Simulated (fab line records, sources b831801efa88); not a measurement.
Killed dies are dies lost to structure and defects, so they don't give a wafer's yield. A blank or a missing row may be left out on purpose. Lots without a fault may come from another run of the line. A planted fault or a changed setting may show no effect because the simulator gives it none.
One fault seen from 2 desks | flow sky130 | each desk has only its own numbers; what lay behind them comes last

THE TOOL OWNER'S DESK: hdpcvd-02
The tool's own readings at SKY_VIA2_HDPCVD_00 (deposits SiO2, target thk 1180 nm, time 196.7 s): means of the sampled wafers that have a number, for each lot that ran on this tool. A lot is out of limits, marked OUT, if its mean lies more than 4 standard deviations from the usual mean; the brackets give that distance.
Columns: A = run_length_s at SKY_VIA2_HDPCVD_00, usual 224.6 s
lot  | first seen here | A
L549 | day 36 07:58    | 224.3
L551 | day 36 20:00    | 224.0
L555 | day 37 18:49    | 224.3
L557 | day 38 09:14    | 224.2
L563 | day 40 12:38    | 237.0 (+21) OUT
This desk's finding: out of limits on L563; first on L563, day 40 12:38 (run_length_s at SKY_VIA2_HDPCVD_00). In limits: L549, L551, L555, L557.

THE METROLOGY DESK
What the gauges read, lot by lot, whatever tool the lot ran on: means of the sampled wafers that have a number. A lot is out of limits, marked OUT, if its mean lies more than 4 standard deviations from the usual mean; the brackets give that distance.
Columns: A = VIA2_HDPCVD_THK at SKY_VIA2_THK_MEAS_01, usual 1175 nm
lot  | first seen here | A
L549 | day 36 08:07    | 1180
L550 | day 36 18:03    | 1166
L551 | day 36 20:08    | 1180
L552 | day 37 03:14    | 1190
L554 | day 37 15:18    | 1184
L555 | day 37 18:57    | 1166
L556 | day 38 09:09    | 1183
L557 | day 38 09:22    | 1174
L563 | day 40 12:46    | 1250 (+6.8) OUT
L566 | day 41 03:29    | 1170
L569 | day 41 23:07    | 1177
L570 | day 42 07:34    | 1173
L572 | day 42 20:20    | 1153
This desk's finding: out of limits on L563; first on L563, day 40 12:46 (VIA2_HDPCVD_THK at SKY_VIA2_THK_MEAS_01). In limits: L549, L550, L551, L552, L554, L555, L556, L557, L566, L569, L570, L572.

PUT TOGETHER
The tool owner's desk could have raised an alarm at day 40 12:38, on L563.
The metrology desk could have raised an alarm at day 40 12:46, on L563.
Of the lots named, all ran SKY_VIA2_HDPCVD_00 on hdpcvd-02.

WHAT THE SIMULATOR HAD PUT IN
Process parameter drift: hdpcvd-02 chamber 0, from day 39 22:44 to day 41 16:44, at SKY_VIA2_HDPCVD_00. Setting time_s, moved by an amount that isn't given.
Lots struck among those shown: L563.
Hours from the fault's start to each desk's first reading out of limits: the tool owner's desk, 14; the metrology desk, 14.
